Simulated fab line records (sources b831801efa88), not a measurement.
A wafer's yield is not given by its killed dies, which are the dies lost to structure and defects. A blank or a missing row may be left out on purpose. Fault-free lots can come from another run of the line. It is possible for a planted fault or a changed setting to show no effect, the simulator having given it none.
A struck lot beside a sound one    flow gf180mcu    19 out of 602 route steps
Sound: these wafers, L943.1, L943.4, L943.6. Wafers struck: L948.2, L948.5, L948.6. The cause is named last.
Order at every step that has rows: each side's tool, ch and its chambers, its first start. Under that, the readings that differ: sound wafers    struck wafers    difference of the means    sigmas: that difference in standard deviations of wafers without a fault.
alike: a reading whose means differ by less than 2 such deviations, as well as words and numbers matching on both sides. not compared: withheld readings; readings where some wafer has no value; bounds like >300 that might hide an equal value; numbers whose values overlap and for which the record gives no deviation.
Wherever a step has rows on one side only, a row that says differs or no value, or a row with sigmas, the two part there. Numbers that have no deviation but don't overlap get no sigmas and don't part them. Lack of a reading on every wafer of one side parts them only where that side has two or more wafers.

GF_M2_SPUTTER_00: material Ti, target thk 37.5 nm, time 150 s.
  sound on pvd_sputter-04 at day 21 12:25; struck on pvd_sputter-03 at day 23 07:00
  alike: throttle_valve_pct
GF_M2_SPUTTER_01: material TiN, target thk 30 nm, time 25 s.
  sound on pvd_sputter-04 at day 21 12:31; struck on pvd_sputter-03 at day 23 07:06
  alike: throttle_valve_pct
GF_M2_SPUTTER_02: material AlCu, target thk 450 nm, time 23.9 s.
  sound on pvd_sputter-04 at day 21 12:33; struck on pvd_sputter-03 at day 23 07:08
  alike: throttle_valve_pct
GF_M2_SPUTTER_03: material Ti, target thk 10 nm, time 6.7 s.
  sound on pvd_sputter-04 at day 21 12:35; struck on pvd_sputter-03 at day 23 07:10
  alike: throttle_valve_pct
GF_M2_SPUTTER_04: material TiN, target thk 50 nm, time 41.7 s.
  sound on pvd_sputter-04 at day 21 12:36; struck on pvd_sputter-03 at day 23 07:11
  alike: throttle_valve_pct
GF_M2_RS_MEAS_05: uses a four-point probe to measure.
  sound on film_metro-04 at day 21 12:38; struck on film_metro-01 at day 23 07:15
  alike: M2_ALCU_RS
GF_M2_THK_MEAS_06: measures by xrf.
  sound on film_metro-04 at day 21 12:46; struck on film_metro-01 at day 23 07:22
  alike: M2_ALCU_THK
then, 5 steps without rows for these wafers: GF_M2_DEHYDRATE_07 (time 60 s); GF_M2_HMDS_08 (prime time 60 s); GF_M2_COAT_09 (resist thk 1000 nm); GF_M2_SOFTBAKE_10 (time 60 s); GF_M2_EXPOSE_11 (exposes mask Metal2, target cd 280 nm).
GF_M2_PEB_12: peb time 90 s.
  sound on litho_track-02 ch 0, day 22 11:08; struck on litho_track-02 ch 0, day 24 05:44
reading                   sound                 struck                difference  sigmas
heater_power_total_W (W)  85.68 85.62 85.80     83.88 83.76 83.97     -1.83       -22
plate_temp_C (C)          135.07 135.20 135.20  132.79 132.78 132.91  -2.33       -16
then, 1 step without rows for these wafers: GF_M2_DEVELOP_13 (develop time 60 s).
GF_M2_CD_MEAS_14 targets a cd of 280 nm.
  sound on cd_sem-01 at day 22 11:29; struck on cd_sem-02 at day 24 06:04
reading     sound              struck             difference  sigmas
cd_nm (nm)  280.3 278.8 281.7  285.3 283.8 284.5  +4.3        +4
GF_M2_OVL_MEAS_15:
  sound on overlay-01 at day 22 11:37; struck on overlay-01 at day 24 06:10
  alike: M2_OVL
GF_M2_METAL_ETCH_16: etches the open film in Cl2/BCl3, stops on SiO2, target depth 750.8 nm, time 125.1 s.
  sound on rie_metal-01 ch 0,1, day 22 11:39; struck on rie_metal-04 ch 0, day 24 06:16
  alike: drypump_motor_current_A, oes_product_au, throttle_valve_pct
  not compared: rf_hours_counter_h, model.M2.cd_nm
then, 1 step without rows for these wafers: GF_M2_STRIP_17 (strips in O2/N2).
GF_PASSIVATION_PROBE_99:
  the record holds rows for the sound wafers here (prober-01, day 31 15:08) but none for the struck ones

== WHERE THEY PART ==
Earliest at GF_M2_PEB_12; latest, in this record, at GF_PASSIVATION_PROBE_99.

WHY: whatever the simulator had introduced
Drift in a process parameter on litho_track-02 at GF_M2_PEB_12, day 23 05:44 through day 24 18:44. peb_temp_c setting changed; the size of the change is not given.
